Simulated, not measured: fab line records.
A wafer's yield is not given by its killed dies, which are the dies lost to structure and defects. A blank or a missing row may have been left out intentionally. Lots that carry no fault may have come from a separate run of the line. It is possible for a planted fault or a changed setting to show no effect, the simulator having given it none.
Check of tool commonality -- flow sky130 -- 11 lots and 33 wafers in the sample

REASON IT WAS OPENED
SKY_VT_ADJUST_NCORE_OVL_MEAS_08, reading VT_ADJUST_NCORE_OVL: flagged on 2 of 11 lots. No-fault wafers: -0.3 nm, standard deviation 1.6.
Rule: a lot is flagged in two cases, either no wafer of it has a number, or all its wafers with numbers fall more than 4 standard deviations from that mean. All remaining lots are regarded as sound.

lot,measured,on,"VT_ADJUST_NCORE_OVL (nm), wafer by wafer",flag
L706,day 8 16:57,overlay-01,-2.4 -2.7 -1.7,
L707,day 9 02:40,overlay-02,-0.2 -0.7 -0.2,
L708,day 9 10:15,overlay-01,1.2 0.5 1.9,
L709,day 9 12:55,overlay-02,0.5 -1.5 0.8,
L710,day 9 16:49,overlay-02,-1.7 -1.4 -2.2,
L711,day 10 03:55,overlay-01,0.6 1.2 -0.9,
L712,day 10 12:22,overlay-02,-2.1 -1.6 -2.2,
L713,day 10 15:57,overlay-02,-1.1 -1.4 -1.3,
L714,day 11 00:20,overlay-02,0.1 -2.4 -1.9,
L722,day 13 15:01,overlay-01,-127.7 -124.8 -124.5,FLAGGED
L723,day 13 15:45,overlay-02,-129.7 -129.5 -129.3,FLAGGED
On average the flagged lots' numbers are -127.6 nm, which is -127.3 nm against the usual, or -80 standard deviations.

LOT BY LOT: THE TOOL USED
The record keeps 1 process step preceding the reading, out of 708 steps on the route. Each cell gives the tool, then ch followed by the chambers the sampled wafers passed through, then the start.
lot,flag,SKY_VT_ADJUST_NCORE_EXPOSE_04
L706,,"iline-stepper-01 ch 0, day 8 06:37"
L707,,"iline-stepper-02 ch 0, day 8 15:32"
L708,,"iline-stepper-02 ch 0, day 8 23:15"
L709,,"iline-stepper-02 ch 0, day 9 01:45"
L710,,"iline-stepper-02 ch 0, day 9 05:38"
L711,,"iline-stepper-01 ch 0, day 9 17:47"
L712,,"iline-stepper-01 ch 0, day 10 00:52"
L713,,"iline-stepper-01 ch 0, day 10 05:07"
L714,,"iline-stepper-01 ch 0, day 10 13:31"
L722,FLAGGED,"iline-stepper-02 ch 0, day 13 02:40"
L723,FLAGGED,"iline-stepper-02 ch 0, day 13 03:12"
What these steps do:
- SKY_VT_ADJUST_NCORE_EXPOSE_04: exposes mask LVTN COMPLEMENT THIN, target cd 380 nm.
- SKY_VT_ADJUST_NCORE_OVL_MEAS_08

FLAGGED AGAINST TOTAL, ONE TOOL AT A TIME (gauges that did the reading follow at the end)
step,tool,lots run,flagged,share of the flagged lots,sound lots run after its first flagged lot
SKY_VT_ADJUST_NCORE_EXPOSE_04,iline-stepper-01,5,0,none,-
SKY_VT_ADJUST_NCORE_EXPOSE_04,iline-stepper-02,6,2,all,0
SKY_VT_ADJUST_NCORE_OVL_MEAS_08,overlay-01,4,1,some,0
SKY_VT_ADJUST_NCORE_OVL_MEAS_08,overlay-02,7,1,some,0

WHAT THE TABLE ALLOWS
All flagged lots share 1 row of the table, namely iline-stepper-02 at SKY_VT_ADJUST_NCORE_EXPOSE_04.
- iline-stepper-02 at SKY_VT_ADJUST_NCORE_EXPOSE_04 ran 6 lots, 2 of them flagged. A fault beginning between L710 (day 9 05:38), its last sound lot, and L722 (day 13 02:40), its first flagged one, fits the data.
Left over: one tool, iline-stepper-02 at SKY_VT_ADJUST_NCORE_EXPOSE_04.

WHAT THE SIMULATOR PUT IN
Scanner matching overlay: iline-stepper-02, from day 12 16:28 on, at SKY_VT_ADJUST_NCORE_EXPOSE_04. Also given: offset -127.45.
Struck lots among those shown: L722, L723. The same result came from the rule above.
